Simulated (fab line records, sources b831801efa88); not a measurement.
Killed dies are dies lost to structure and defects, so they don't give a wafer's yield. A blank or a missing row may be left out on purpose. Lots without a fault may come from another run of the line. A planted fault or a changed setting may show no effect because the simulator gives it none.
fab line records | flow sky130
record lots=6 wafers=18 last_day=50
route steps=708 shown POLY_GATE@235 LDD_N@237
lots that met no fault: from a run of the same line without faults
start_h: hours from the record's first day to the start of the lot's first wafer shown | wait_h: hours since the lot's step before | " the same as in the row above | L1.1+2: a row that stands for several wafers | - no value, or no start given | * or withheld: withheld | < > ~ a bound
route shown NAME@n: a module of which the file shows steps, and the number in the route of the first | usual: mean/standard deviation of fault-free wafers | same: alike in all rows | chamber/n: place in a boat | sites: the reading at each site | _std_site: their standard deviation | _edge_site: outer sites' mean less inner sites' | radius_mm: how far each site lies from the wafer's centre | mask NAME#n: copy n | behind: the tool/chamber that last shaped the wafer | hold: why the lot was held/for how many hours/how that ended | device: the transistor (n, p or np) that didn't switch | end of line: the same wafers' tests at the end of the route | a step without rows: its recipe alone | killed: dies lost to structure and defects at the first sort, not the wafer's yield | map: a wafer's dies, x killed, . not, _ none there
set.NAME: the setting as run; set.NAME@STEP: as run at that earlier step | model.NAME: the simulator's own value behind a step, which no gauge read
lots at some steps of the route; a table a step, a row a wafer
services: from which hour (start_h, from the record's first day; less than 0 if before it) a tool's chamber was out of use, for how many hours, and why
## steps
# step SKY_POLY_GATE_THK_MEAS_21
# recipe reads=SiO2_of_POLY_GATE_OXIDATION_20
# usual POLY_GATE_OXIDATION_THK=3.98/0.074
# columns lot.wafer tool chamber start_h wait_h POLY_GATE_OXIDATION_THK[nm]
L451.2 film_metro-04 - 378.90 0.0 3.86
L451.4 " - " " 4.05
L451.5 " - " " 4.04
L454.1 film_metro-01 - 406.15 0.0 4.01
L454.2 " - " " 3.96
L454.5 " - " " 3.96
L459.1 film_metro-01 - 449.67 0.0 3.91
L459.3 " - " " 4.00
L459.5 " - " " 4.01
L460.1 film_metro-01 - 474.47 0.0 4.01
L460.5 " - " " 3.97
L460.6 " - " " 4.05
L464.3 film_metro-02 - 503.65 0.0 4.01
L464.4 " - " " 4.06
L464.6 " - " " 4.01
L472.1 film_metro-01 - 560.05 0.0 3.82
L472.4 " - " " 3.89
L472.6 " - " " 3.90
# step SKY_POLY_GATE_CD_MEAS_22
# usual cd_nm=149.5/1.8
# columns lot.wafer tool chamber start_h wait_h cd_nm
L451.2 cd_sem-01 - 378.98 0.1 148.4
L451.4 " - " " 149.5
L451.5 " - " " 148.2
L454.1 cd_sem-01 - 406.21 0.1 149.7
L454.2 " - " " 149.3
L454.5 " - " " 149.3
L459.1 cd_sem-02 - 449.73 0.1 147.8
L459.3 " - " " 150.6
L459.5 " - " " 150.3
L460.1 cd_sem-01 - 474.53 0.1 149.3
L460.5 " - " " 147.4
L460.6 " - " " 148.5
L464.3 cd_sem-01 - 503.74 0.1 152.1
L464.4 " - " " 151.6
L464.6 " - " " 152.0
L472.1 cd_sem-02 - 560.11 0.1 150.0
L472.4 " - " " 150.2
L472.6 " - " " 148.9
# step SKY_LDD_N_DEHYDRATE_00
# recipe temp_c=200 time_s=60
# step SKY_LDD_N_HMDS_01
# recipe prime_time_s=60 prime_temp_c=120
# step SKY_LDD_N_COAT_02
# recipe resist=NOVOLAK spin_rpm=3000 resist_thk_nm=300
# step SKY_LDD_N_SOFTBAKE_03
# recipe temp_c=90 time_s=60 resist=NOVOLAK
# step SKY_LDD_N_EXPOSE_04
# recipe mask_id=NTM target_cd_nm=840 na=0.6 source_shape=conventional sigma_outer=0.6 dose_mj=110
# step SKY_LDD_N_PEB_05
# recipe temp_c=withheld time_s=* resist=NOVOLAK
# step SKY_LDD_N_DEVELOP_06
# recipe develop_time_s=60 dev_temp_c=23
# step SKY_LDD_N_OVL_MEAS_07
# usual LDD_N_OVL=-0.5/1.3
# columns lot.wafer tool chamber start_h wait_h LDD_N_OVL[nm]
L451.2 overlay-01 - 407.57 0.1 -0.3
L451.4 " - " " 0.9
L451.5 " - " " 1.3
L454.1 overlay-01 - 437.17 0.1 0.9
L454.2 " - " " 0.2
L454.5 " - " " 0.9
L459.1 overlay-02 - 480.97 0.1 2.1
L459.3 " - " " 1.3
L459.5 " - " " 1.2
L460.1 overlay-02 - 504.68 0.1 0.1
L460.5 " - " " -0.4
L460.6 " - " " -1.2
L464.3 overlay-01 - 533.23 0.1 0.1
L464.4 " - " " -1.9
L464.6 " - " " 0.5
L472.1 overlay-02 - 589.51 0.1 -0.5
L472.4 " - " " -2.0
L472.6 " - " " 0.3
# step SKY_LDD_N_IMPLANT_08
# recipe species=As energy_kev=20 dose_cm2=7.5e+13 tilt_deg=withheld rotation_deg=23
# step SKY_LDD_N_IMPLANT_09
# recipe species=As energy_kev=20 dose_cm2=7.5e+13 tilt_deg=withheld rotation_deg=113
# step SKY_LDD_N_IMPLANT_10
# recipe species=As energy_kev=20 dose_cm2=7.5e+13 tilt_deg=withheld rotation_deg=203
# usual beam_energy_keV=20.000/0.0058 beam_on_s=9.98/0.2
# columns lot.wafer tool chamber start_h wait_h beam_energy_keV beam_on_s
L451.2 implanter-01 0 407.93 0.1 20.005 9.80
L451.4 " 0 " " 20.000 9.97
L451.5 " 0 " " 20.004 10.26
L454.1 implanter-01 0 437.50 0.1 20.004 9.70
L454.2 " 0 " " 20.005 10.13
L454.5 " 0 " " 20.002 10.04
L459.1 implanter-03 - 481.30 0.1 - -
L459.3 " - " " - -
L459.5 " - " " - -
L460.1 implanter-01 - 505.02 0.1 - -
L460.5 " - " " - -
L460.6 " - " " - -
L464.3 implanter-01 0 533.61 0.1 20.003 10.01
L464.4 " 0 " " 20.000 9.84
L464.6 " 0 " " 20.003 10.09
L472.1 implanter-03 0 589.85 0.1 19.992 10.14
L472.4 " 0 " " 19.995 10.38
L472.6 " 0 " " 19.996 10.00
# step SKY_LDD_N_IMPLANT_11
# recipe species=As energy_kev=20 dose_cm2=7.5e+13 tilt_deg=withheld rotation_deg=293
# step SKY_LDD_N_IMPLANT_12
# recipe species=BF2 energy_kev=50 dose_cm2=5e+12 tilt_deg=30 rotation_deg=0
# step SKY_LDD_N_IMPLANT_13
# recipe species=BF2 energy_kev=50 dose_cm2=5e+12 tilt_deg=30 rotation_deg=90
# step SKY_LDD_N_IMPLANT_14
# recipe species=BF2 energy_kev=50 dose_cm2=5e+12 tilt_deg=30 rotation_deg=180
# step SKY_LDD_N_IMPLANT_15
# recipe species=BF2 energy_kev=50 dose_cm2=5e+12 tilt_deg=30 rotation_deg=270
# step SKY_LDD_N_STRIP_16
# recipe chemistry=O2/N2 power_w=1400 pressure_mtorr=1500 platen_temp_c=withheld o2_flow_sccm=3000 n2_flow_sccm=300 overash_fraction=0.5
# usual drypump_motor_current_A=5.8/0.56 n2_flow_sccm=299.9/0.82 oes_product_au=0.407/0.005 strip_time_to_endpoint_s=4.316/0.016
# columns lot.wafer tool chamber start_h wait_h drypump_motor_current_A n2_flow_sccm oes_product_au rf_hours_counter_h strip_time_to_endpoint_s
L451.2 plasma_asher-04 0 408.80 0.1 5.1 298.0 0.418 27 4.334
L451.4 " 0 " " 5.1 298.3 0.410 - 4.328
L451.5 " 0 " " 5.1 299.5 0.406 - 4.305
L454.1 plasma_asher-02 0 438.40 0.1 6.4 300.7 0.402 1 4.323
L454.2 " 1 " " 6.3 300.9 0.404 1 4.326
L454.5 " 1 " " 6.3 300.4 0.415 - 4.317
L459.1 plasma_asher-04 1 482.20 0.1 5.1 300.5 0.417 34 4.132
L459.3 " 0 " " 5.1 300.7 0.407 - 4.141
L459.5 " 0 " " 5.1 299.0 0.415 - 4.130
L460.1 plasma_asher-02 1 505.92 0.1 6.3 299.9 0.404 8 4.146
L460.5 " 1 " " 6.3 299.5 0.408 - 4.142
L460.6 " 0 " " 6.4 300.6 0.410 - 4.163
L464.3 plasma_asher-01 0 534.49 0.1 6.1 298.4 0.409 - 4.343
L464.4 " 1 " " 5.4 299.6 0.412 - 4.356
L464.6 " 1 " " 5.4 301.0 0.412 - 4.355
L472.1 plasma_asher-02 1 590.75 0.1 6.3 300.9 0.402 17 4.319
L472.4 " 1 " " 6.3 299.8 0.405 - 4.332
L472.6 " 1 " " 6.3 300.4 0.409 - 4.299
# step SKY_LDD_N_TW_MEAS_17
# usual LDD_N_TW=2588/21
# columns lot.wafer tool chamber start_h wait_h LDD_N_TW
L451.2 film_metro-01 - 408.91 0.1 2604
L451.4 " - " " 2609
L451.5 " - " " 2614
L454.1 film_metro-04 - 438.50 0.1 2611
L454.2 " - " " 2595
L454.5 " - " " 2602
L459.1 film_metro-01 - 482.30 0.1 2454
L459.3 " - " " 2462
L459.5 " - " " 2451
L460.1 film_metro-03 - 506.02 0.1 2429
L460.5 " - " " 2418
L460.6 " - " " 2434
L464.3 film_metro-03 - 534.58 0.1 2558
L464.4 " - " " 2562
L464.6 " - " " 2560
L472.1 film_metro-01 - 590.85 0.1 2626
L472.4 " - " " 2616
L472.6 " - " " 2628
## services
# columns tool chamber start_h hours kind
implanter-01 - 409.84 1.1 repair
plasma_asher-02 - 421.25 9.0 pm
plasma_asher-02 0 421.25 9.0 vent_cycle
plasma_asher-02 1 421.25 9.0 vent_cycle
plasma_asher-02 0 430.25 - clean
plasma_asher-02 1 430.25 - clean
implanter-01 - 454.96 3.6 pm
implanter-01 - 474.94 5.0 repair
implanter-01 - 527.62 1.9 repair
plasma_asher-04 - 530.05 0.4 repair
implanter-01 - 535.82 6.0 pm
plasma_asher-02 - 536.14 2.8 pm
implanter-03 - 541.86 3.9 pm
implanter-03 - 546.32 1.6 repair
implanter-03 - 559.10 6.6 repair
implanter-01 - 564.17 3.5 repair
plasma_asher-04 - 572.29 35.1 repair
plasma_asher-04 - 579.90 4.8 repair
## key
first_sign step=SKY_LDD_N_IMPLANT_10 reading=tool_record direction=missing
effect step=SKY_LDD_N_STRIP_16 reading=strip_time_to_endpoint_s direction=down sigmas=11 usual=* struck=*
effect step=SKY_LDD_N_TW_MEAS_17 reading=LDD_N_TW direction=down sigmas=7 usual=2588 struck=2441
met_at SKY_LDD_N_IMPLANT_10
struck_wafers L459.1,L459.3,L459.5,L460.1,L460.5,L460.6
later_rows_left_out L459.1,L459.3,L459.5,L460.1,L460.5,L460.6
sort_left_out L459.1,L459.3,L459.5,L460.1,L460.5,L460.6
tester_left_out L459,L460
onset_between 437.50 481.30
fault kind=skipped_step_whole tool=implanter-01,implanter-03 chamber=- onset_h=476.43 steps=SKY_LDD_N_IMPLANT_10 scope=struck_lots_only
# tester_left_out: of these lots the tester's yield and bins aren't shown, on N5 and GAA mostly nor the transistor test; their killed dies are dies lost to structure and defects alone, not to doping, threshold or leakage, so they don't give the yield
# sort_left_out: the simulated sort isn't trusted on such a fault, so these wafers' sort isn't shown, and their yield isn't known
# later_rows_left_out: the simulator's readings of these wafers behind a module that went badly wrong aren't trusted and aren't shown, but for the sort
